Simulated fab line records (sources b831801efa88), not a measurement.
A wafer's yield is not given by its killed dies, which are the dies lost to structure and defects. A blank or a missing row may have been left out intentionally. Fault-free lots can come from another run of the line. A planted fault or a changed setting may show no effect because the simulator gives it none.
fab line records    flow sky130
[record] lots = 5  wafers = 14  lastDay = 50
route steps=708 shown LDD_N@247 LDD_P@255 PAD_OPEN@708
lots that met no fault: from a run of the same line without faults
startH: hours from the record's first day to the start of the lot's first wafer shown    waitH: hours since the lot's step before    " unchanged from the row above    L1.1+2: a row that stands for several wafers    - no value, or no start was given    * or withheld: withheld    < > ~ a bound
route shown NAME@n: names a module that has steps shown in the file, with the first one's number in the route    usual: average and standard deviation across the fault-free wafers    same: alike in all rows    chamber/n: place in a boat    sites: readings site by site    _std_site: standard deviation of those values    _edge_site: inner sites' mean taken away from outer sites' mean    radiusMm: how far each site lies from the wafer's centre    mask NAME#n: copy n    behind: the tool/chamber that last shaped the wafer    hold: the reason the lot was held/the length of the hold in hours/how it ended    device: which transistor (n, p or np) failed to switch    end of line: the same wafers' tests at the end of the route    where a step has no rows: the recipe by itself    killed: at the first sort, the dies lost to defects and structure; wafer yield is something else    map: the dies of a wafer, with x for killed, . for not killed, _ for no die there
set.NAME: setting as actually run; set.NAME@STEP: the setting as run at that earlier step    model.NAME: the simulator's own value behind a step, which no gauge read
lots seen at some steps along the route; tables by step, rows by wafer
services: a tool's chamber out of use, with start hour (startH, from the record's first day; less than 0 if before it), hours out, and reason
[[steps]]
[step SKY_LDD_N_IMPLANT_10]
[recipe] species = As  energyKev = 20  doseCm2 = 7.5e+13  tiltDeg = withheld  rotationDeg = 203
[step SKY_LDD_N_IMPLANT_11]
[recipe] species = As  energyKev = 20  doseCm2 = 7.5e+13  tiltDeg = withheld  rotationDeg = 293
[step SKY_LDD_N_IMPLANT_12]
[recipe] species = BF2  energyKev = 50  doseCm2 = 5e+12  tiltDeg = 30  rotationDeg = 0
[step SKY_LDD_N_IMPLANT_13]
[recipe] species = BF2  energyKev = 50  doseCm2 = 5e+12  tiltDeg = 30  rotationDeg = 90
[step SKY_LDD_N_IMPLANT_14]
[recipe] species = BF2  energyKev = 50  doseCm2 = 5e+12  tiltDeg = 30  rotationDeg = 180
[step SKY_LDD_N_IMPLANT_15]
[recipe] species = BF2  energyKev = 50  doseCm2 = 5e+12  tiltDeg = 30  rotationDeg = 270
[step SKY_LDD_N_STRIP_16]
[recipe] chemistry = O2/N2  powerW = 1400  pressureMtorr = 1500  platenTempC = withheld  o2FlowSccm = 3000  n2FlowSccm = 300  overashFraction = 0.5
[usual] drypumpMotorCurrentA = 5.76/0.28  oesProductAu = 0.407/0.0044  stripTimeToEndpointS = 4.311/0.015
lot.wafer  tool            chamber  startH  waitH  drypumpMotorCurrentA  oesProductAu  rfHoursCounterH  stripTimeToEndpointS
L929.3     plasmaAsher-01  0        416.47  0.1    5.91                  0.408         -                4.332
L929.4     "               1        "       "      5.70                  0.411         -                4.308
L929.5     "               0        "       "      5.93                  0.408         -                4.341
L943.4     plasmaAsher-03  1        542.92  0.1    5.55                  0.407         -                4.322
L943.5     "               1        "       "      5.52                  0.405         -                4.303
L943.6     "               0        "       "      5.52                  0.402         -                4.304
L945.2     plasmaAsher-01  1        555.90  0.1    5.67                  0.408         89               4.313
L945.4     "               0        "       "      5.94                  0.408         -                4.310
L948.2     plasmaAsher-01  0        576.62  0.1    5.94                  0.403         91               4.278
L948.3     "               1        "       "      5.68                  0.405         -                4.274
L948.6     "               1        "       "      5.69                  0.407         -                4.280
L949.2     plasmaAsher-03  1        585.42  0.1    5.55                  0.403         77               4.292
L949.3     "               1        "       "      5.54                  0.408         -                4.301
L949.5     "               1        "       "      5.55                  0.398         -                4.327
[step SKY_LDD_N_TW_MEAS_17]
[usual] LDD_N_TW = 2584/17
lot.wafer  tool          chamber  startH  waitH  LDD_N_TW
L929.3     filmMetro-01  -        416.56  0.1    2604
L929.4     "             -        "       "      2604
L929.5     "             -        "       "      2597
L943.4     filmMetro-03  -        543.02  0.1    2609
L943.5     "             -        "       "      2591
L943.6     "             -        "       "      2598
L945.2     filmMetro-01  -        556.01  0.1    2596
L945.4     "             -        "       "      2603
L948.2     filmMetro-03  -        576.73  0.1    2584
L948.3     "             -        "       "      2598
L948.6     "             -        "       "      2588
L949.2     filmMetro-02  -        585.53  0.1    2549
L949.3     "             -        "       "      2552
L949.5     "             -        "       "      2577
[step SKY_LDD_P_DEHYDRATE_00]
[recipe] tempC = 200  timeS = 60
[step SKY_LDD_P_HMDS_01]
[recipe] primeTimeS = 60  primeTempC = 120
[step SKY_LDD_P_COAT_02]
[recipe] resist = NOVOLAK  spinRpm = 3000  resistThkNm = 1140
[step SKY_LDD_P_SOFTBAKE_03]
[recipe] tempC = 90  timeS = 60  resist = NOVOLAK
[step SKY_LDD_P_EXPOSE_04]
[recipe] maskId = PSDM  na = 0.6  sourceShape = conventional  sigmaOuter = 0.6  polarization = unpolarized  targetCdNm = 380  doseMj = 138
[usual] stageVelMmS = 500.04/0.27
lot.wafer  tool             chamber  startH  waitH  mask    stageVelMmS
L929.3     ilineStepper-02  0        431.37  -      PSDM#0  499.79
L929.4     "                0        "       "      PSDM#0  500.20
L929.5     "                0        "       "      PSDM#0  500.04
L943.4     ilineStepper-01  0        558.22  -      NTM#0   499.97
L943.5     "                0        "       "      NTM#0   499.86
L943.6     "                0        "       "      NTM#0   499.75
L945.2     ilineStepper-01  0        571.25  -      PSDM#0  499.59
L945.4     "                0        "       "      PSDM#0  499.96
L948.2     ilineStepper-01  0        591.18  -      PSDM#0  499.89
L948.3     "                0        "       "      PSDM#0  499.92
L948.6     "                0        "       "      PSDM#0  499.87
L949.2     ilineStepper-01  0        599.73  -      PSDM#0  499.98
L949.3     "                0        "       "      PSDM#0  500.03
L949.5     "                0        "       "      PSDM#0  500.18
[step SKY_LDD_P_PEB_05]
[recipe] tempC = withheld  timeS = *  resist = NOVOLAK
[step SKY_LDD_P_DEVELOP_06]
[recipe] resist = NOVOLAK  developer = TMAH  developTimeS = 60  devTempC = 23
[step SKY_LDD_P_CD_MEAS_07]
[recipe] targetCdNm = 380
[usual] cdNm = 380.8/2.5
lot.wafer  tool      chamber  startH  waitH  cdNm
L929.3     cdSem-02  -        446.50  0.1    385.1
L929.4     "         -        "       "      385.6
L929.5     "         -        "       "      384.2
L943.4     cdSem-02  -        572.42  0.1    -
L943.5     "         -        "       "      -
L943.6     "         -        "       "      -
L945.2     cdSem-01  -        585.82  0.1    382.4
L945.4     "         -        "       "      384.0
L948.2     cdSem-02  -        604.91  0.1    377.9
L948.3     "         -        "       "      379.7
L948.6     "         -        "       "      376.0
L949.2     cdSem-01  -        613.23  0.1    381.8
L949.3     "         -        "       "      379.5
L949.5     "         -        "       "      380.5
[step SKY_LDD_P_OVL_MEAS_08]
[usual] LDD_P_OVL = 0.1/1.3
lot.wafer  tool        chamber  startH  waitH  LDD_P_OVL[nm]
L929.3     overlay-02  -        446.59  0.1    -2.0
L929.4     "           -        "       "      -1.9
L929.5     "           -        "       "      -0.7
L943.4     overlay-01  -        572.50  0.1    -
L943.5     "           -        "       "      -
L943.6     "           -        "       "      -
L945.2     overlay-01  -        585.93  0.1    -1.1
L945.4     "           -        "       "      -2.2
L948.2     overlay-02  -        605.01  0.1    -2.0
L948.3     "           -        "       "      0.4
L948.6     "           -        "       "      -1.7
L949.2     overlay-02  -        613.34  0.1    1.8
L949.3     "           -        "       "      0.8
L949.5     "           -        "       "      1.2
[step SKY_LDD_P_IMPLANT_09]
[recipe] species = BF2  energyKev = 25  doseCm2 = 1e+13  tiltDeg = withheld
[step SKY_LDD_P_STRIP_10]
[recipe] chemistry = O2/N2  powerW = 1400  pressureMtorr = 1500  platenTempC = withheld  o2FlowSccm = 3000  n2FlowSccm = 300  overashFraction = 0.5
[usual] drypumpMotorCurrentA = 5.98/0.27  oesProductAu = 0.716/0.0041  stripTimeToEndpointS = 14.16/0.033
lot.wafer  tool            chamber  startH  waitH  drypumpMotorCurrentA  oesProductAu  rfHoursCounterH  stripTimeToEndpointS
L929.3     plasmaAsher-04  0        446.79  0.1    5.96                  0.708         -                14.14
L929.4     "               1        "       "      6.44                  0.718         -                14.20
L929.5     "               1        "       "      6.44                  0.711         -                14.20
L943.4     plasmaAsher-01  1        572.70  0.1    5.67                  0.715         -                14.14
L943.5     "               1        "       "      5.68                  0.708         -                14.13
L943.6     "               0        "       "      5.93                  0.713         -                14.11
L945.2     plasmaAsher-02  1        586.11  0.1    6.26                  0.714         15               14.17
L945.4     "               0        "       "      5.74                  0.713         -                14.18
L948.2     plasmaAsher-02  0        605.19  0.1    5.74                  0.717         17               14.17
L948.3     "               1        "       "      6.27                  0.718         -                14.14
L948.6     "               1        "       "      6.26                  0.714         -                14.13
L949.2     plasmaAsher-01  1        613.52  0.1    5.68                  0.718         95               14.10
L949.3     "               1        "       "      5.65                  0.713         -                14.14
L949.5     "               0        "       "      5.92                  0.710         -                14.16
[step SKY_LDD_P_TW_MEAS_11]
[usual] LDD_P_TW = 633/4.5
lot.wafer  tool          chamber  startH  waitH  hold                     LDD_P_TW
L929.3     filmMetro-01  -        446.88  0.1    -                        641
L929.4     "             -        "       "      -                        640
L929.5     "             -        "       "      -                        641
L943.4     filmMetro-02  -        572.80  0.1    awaitDispo/0.2h/release  30
L943.5     "             -        "       "      awaitDispo/0.2h/release  30
L943.6     "             -        "       "      awaitDispo/0.2h/release  30
L943.4     filmMetro-02  -        573.12  0.3    -                        30
L943.5     "             -        "       "      -                        30
L943.6     "             -        "       "      -                        30
L945.2     filmMetro-04  -        586.22  0.1    -                        626
L945.4     "             -        "       "      -                        626
L948.2     filmMetro-02  -        605.30  0.1    -                        632
L948.3     "             -        "       "      -                        635
L948.6     "             -        "       "      -                        635
L949.2     filmMetro-01  -        613.63  0.1    -                        642
L949.3     "             -        "       "      -                        640
L949.5     "             -        "       "      -                        637
[step SKY_PAD_OPEN_PROBE_99]
[usual] defectLimitedYield = 82.6/1.8  killed_at_M0_to_M3 = 43/6.3  killed_at_M4_up = 3.0/1.6  killedAtContacts = 25/5  killedAtFrontEnd = 15/4.4  killedDies = 85/8.7  killedOpen = 47/6.9  killedShort = 38/6.3  sort_bin_3_pad_short = 0.9/0.39  sort_bin_5_function = 10.3/1.3  sort_bin_6_memory = 6.2/1.1  sortNPass = 407/8.8  sortYieldPct = 82.6/1.8
[same] grossDies = 492  killedAtBackSide = 0  killedAtOther = 0  sort_bin_4_leakage[%] = 0  sort_bin_8_speed[%] = 0
lot.wafer  tool       chamber  startH   waitH  defectLimitedYield[%]  killed_at_M0_to_M3  killed_at_M4_up  killedAtContacts  killedAtFrontEnd  killedDies  killedOpen  killedShort  sort_bin_3_pad_short[%]  sort_bin_5_function[%]  sort_bin_6_memory[%]  sortNPass  sortYieldPct[%]
L929.3     prober-02  -        1083.64  0.2    79.5                   51                  2                29                19                101         58          43           1.2                      10.6                    8.7                   391        79.5
L929.4     prober-02  -        1083.69  0.2    83.1                   49                  3                19                12                83          48          35           0.4                      10.8                    5.7                   409        83.1
L929.5     prober-02  -        1083.74  0.2    83.5                   55                  2                16                8                 81          50          31           1.0                      10.2                    5.3                   411        83.5
L945.2     prober-01  -        1175.83  0.1    80.9                   57                  4                23                10                94          58          36           0.6                      12.8                    5.7                   398        80.9
L945.4     prober-01  -        1175.93  0.2    84.1                   43                  3                21                11                78          45          33           0.4                      10.4                    5.1                   414        84.1
L948.2     prober-02  -        1182.17  0.1    82.7                   43                  5                27                10                85          50          35           1.4                      11.2                    4.7                   407        82.7
L948.3     prober-02  -        1182.22  0.2    80.7                   47                  3                29                16                95          55          40           0.8                      11.2                    7.3                   397        80.7
L948.6     prober-02  -        1182.37  0.2    84.1                   36                  6                32                4                 78          39          39           1.2                      8.1                     6.5                   414        84.1
L949.2     prober-01  -        1199.60  0.1    81.3                   53                  6                21                12                92          46          46           1.8                      11.6                    5.3                   400        81.3
L949.3     prober-01  -        1199.65  0.2    85.8                   36                  2                16                16                70          36          34           0.4                      8.7                     5.1                   422        85.8
L949.5     prober-01  -        1199.75  0.2    85.4                   38                  5                18                11                72          40          32           0.6                      9.3                     4.7                   420        85.4
// killed by level:class
L929.3 VIA1:geometricParticle:open=14 CONTACT:geometricParticle:open=10 LI_CONTACT:geometricParticle:open=8 VIA3:geometricParticle:open=8 VIA1:geometricParticle:short=6 CONTACT:geometricParticle:short=6 VIA2:geometricParticle:short=6 METAL2:geometricParticle:short=5
L929.4 VIA1:geometricParticle:open=17 CONTACT:geometricParticle:open=9 VIA1:geometricParticle:short=9 VIA2:geometricParticle:open=6 METAL1:geometricParticle:short=5 LI_CONTACT:geometricParticle:open=4 POLY_GATE:geometricParticle:short=3 POLY_CUT:geometricParticle:open=3
L929.5 VIA1:geometricParticle:open=18 CONTACT:geometricParticle:open=9 VIA2:geometricParticle:open=8 METAL2:geometricParticle:short=7 VIA1:geometricParticle:short=5 METAL1:geometricParticle:short=4 VIA3:geometricParticle:open=4 LI_CONTACT:geometricParticle:open=3
L945.2 VIA1:geometricParticle:open=18 LI_CONTACT:geometricParticle:open=12 VIA1:geometricParticle:short=6 CONTACT:geometricParticle:open=6 METAL2:geometricParticle:short=6 VIA3:geometricParticle:open=6 METAL1:geometricParticle:short=5 VIA2:geometricParticle:short=5
L945.4 VIA1:geometricParticle:open=12 CONTACT:geometricParticle:open=10 VIA1:geometricParticle:short=5 METAL1:geometricParticle:short=5 VIA2:geometricParticle:open=5 METAL2:geometricParticle:short=4 VIA3:geometricParticle:short=4 VIA3:geometricParticle:open=4
L948.2 VIA1:geometricParticle:open=14 CONTACT:geometricParticle:open=10 VIA2:geometricParticle:open=9 VIA1:geometricParticle:short=7 LI_CONTACT:geometricParticle:open=5 VIA3:geometricParticle:short=5 LOCAL_INTERCONNECT:geometricParticle:short=5 FIELD_ISO:geometricParticle:open=3
L948.3 CONTACT:geometricParticle:open=15 VIA1:geometricParticle:open=10 VIA3:geometricParticle:open=8 METAL1:geometricParticle:short=7 VIA2:geometricParticle:open=7 LI_CONTACT:geometricParticle:open=7 METAL2:geometricParticle:short=7 POLY_GATE:geometricParticle:short=5
L948.6 CONTACT:geometricParticle:open=12 LI_CONTACT:geometricParticle:open=9 METAL2:geometricParticle:short=8 VIA1:geometricParticle:open=7 CONTACT:geometricParticle:short=7 METAL4:geometricParticle:short=6 LI_CONTACT:geometricParticle:short=3 METAL1:geometricParticle:short=3
L949.2 VIA1:geometricParticle:open=14 VIA3:geometricParticle:short=7 CONTACT:geometricParticle:open=7 METAL3:geometricParticle:short=6 VIA2:geometricParticle:open=6 FIELD_ISO:geometricParticle:short=5 METAL2:geometricParticle:short=5 VIA3:geometricParticle:open=5
L949.3 VIA1:geometricParticle:open=9 CONTACT:geometricParticle:open=6 POLY_GATE:geometricParticle:open=5 CONTACT:geometricParticle:short=5 VIA2:geometricParticle:short=5 VIA3:geometricParticle:open=5 POLY_GATE:geometricParticle:short=4 METAL1:geometricParticle:short=4
L949.5 VIA1:geometricParticle:open=13 CONTACT:geometricParticle:short=7 VIA3:geometricParticle:open=6 CONTACT:geometricParticle:open=5 METAL2:geometricParticle:short=5 LI_CONTACT:geometricParticle:open=3 VIA1:geometricParticle:short=3 VIA2:geometricParticle:short=3
[[services]]
tool             chamber  startH  hours  kind
plasmaAsher-02   -        421.25  9.0    pm
plasmaAsher-02   0        421.25  9.0    ventCycle
plasmaAsher-02   1        421.25  9.0    ventCycle
plasmaAsher-02   0        430.25  -      clean
plasmaAsher-02   1        430.25  -      clean
plasmaAsher-02   -        476.85  0.5    repair
ilineStepper-02  -        487.15  1.7    pm
plasmaAsher-04   -        491.66  2.3    repair
ilineStepper-02  -        498.77  2.1    pm
ilineStepper-02  -        500.85  -      consumableReplace:lamp
plasmaAsher-04   -        502.20  2.8    pm
plasmaAsher-02   -        522.21  6.2    repair
plasmaAsher-04   -        576.71  5.3    repair
plasmaAsher-04   -        581.60  2.7    repair
plasmaAsher-04   -        584.80  10.9   repair
ilineStepper-01  -        605.99  1.7    pm
[[key]]
[firstSign] step = SKY_LDD_P_EXPOSE_04  reading = mask  direction = changed
[effect] step = SKY_LDD_P_CD_MEAS_07  reading = cdNm  direction = missing
[effect] step = SKY_LDD_P_OVL_MEAS_08  reading = LDD_P_OVL  direction = missing
[effect] step = SKY_LDD_P_TW_MEAS_11  reading = visit  direction = added
[effect] step = SKY_LDD_P_TW_MEAS_11  reading = LDD_P_TW  direction = down  sigmas = 99+  usual = 633  struck = 30
metAt SKY_LDD_P_EXPOSE_04
struckWafers L943.4,L943.5,L943.6
scrappedBehind SKY_LDD_P_TW_MEAS_11 L943.4,L943.5,L943.6
[fault] kind = wrongMask  tool = any  chamber = -  onsetH = 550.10  steps = SKY_LDD_P_EXPOSE_04  auxCopy = NTM#0  scope = struckLotsOnly
